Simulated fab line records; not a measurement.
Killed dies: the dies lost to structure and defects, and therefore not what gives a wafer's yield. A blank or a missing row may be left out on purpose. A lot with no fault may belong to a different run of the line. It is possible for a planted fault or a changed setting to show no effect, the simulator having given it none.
Which of the tools did it? + flow sky130 + 6 lots (18 wafers sampled), 1 step of a 708-step route

WHAT THE GAUGES READ, wafer by wafer
SKY_VT_ADJUST_HVTP_CD_MEAS_07: the cd target is 380 nm.
| lot  | measured     | on        | cd_nm (nm)        |
|------|--------------|-----------|-------------------|
| L609 | day 6 08:59  | cd_sem-02 | 382.5 382.1 383.1 |
| L611 | day 7 01:10  | cd_sem-01 | 378.2 381.2 381.1 |
| L618 | day 8 14:37  | cd_sem-01 | 381.6 382.9 384.4 |
| L625 | day 10 19:44 | cd_sem-02 | 384.5 380.2 380.6 |
| L629 | day 11 22:07 | cd_sem-01 | 381.7 376.9 379.4 |
| L631 | day 12 06:20 | cd_sem-02 | 381.2 381.1 378.2 |

WHICH TOOL RAN EACH LOT (tool, then ch and the chambers of the sampled wafers, then the start)
Record: no process step prior to these readings.

THE ANSWER, worked out from the rows above alone
Rule: the lots themselves supply what counts as usual. Put in order of their means at a reading, lots are off if they are a third of the lots or fewer, leave a main group of 4 or more, and stand apart from it by a gap of 3 or more times the standard deviation of the main group's means; of several such gaps the widest counts. The tables above print the reading to a certain number of digits; a main group whose means all agree to those digits is not used. Also off: a lot with no number at a reading for which 4 or more lots have one. Where the step has rows for the other lots, those lots are counted as sound.
Across all readings shown, no lot is off: no conclusion can be drawn from this.

WHAT THE SIMULATOR HAD PUT IN
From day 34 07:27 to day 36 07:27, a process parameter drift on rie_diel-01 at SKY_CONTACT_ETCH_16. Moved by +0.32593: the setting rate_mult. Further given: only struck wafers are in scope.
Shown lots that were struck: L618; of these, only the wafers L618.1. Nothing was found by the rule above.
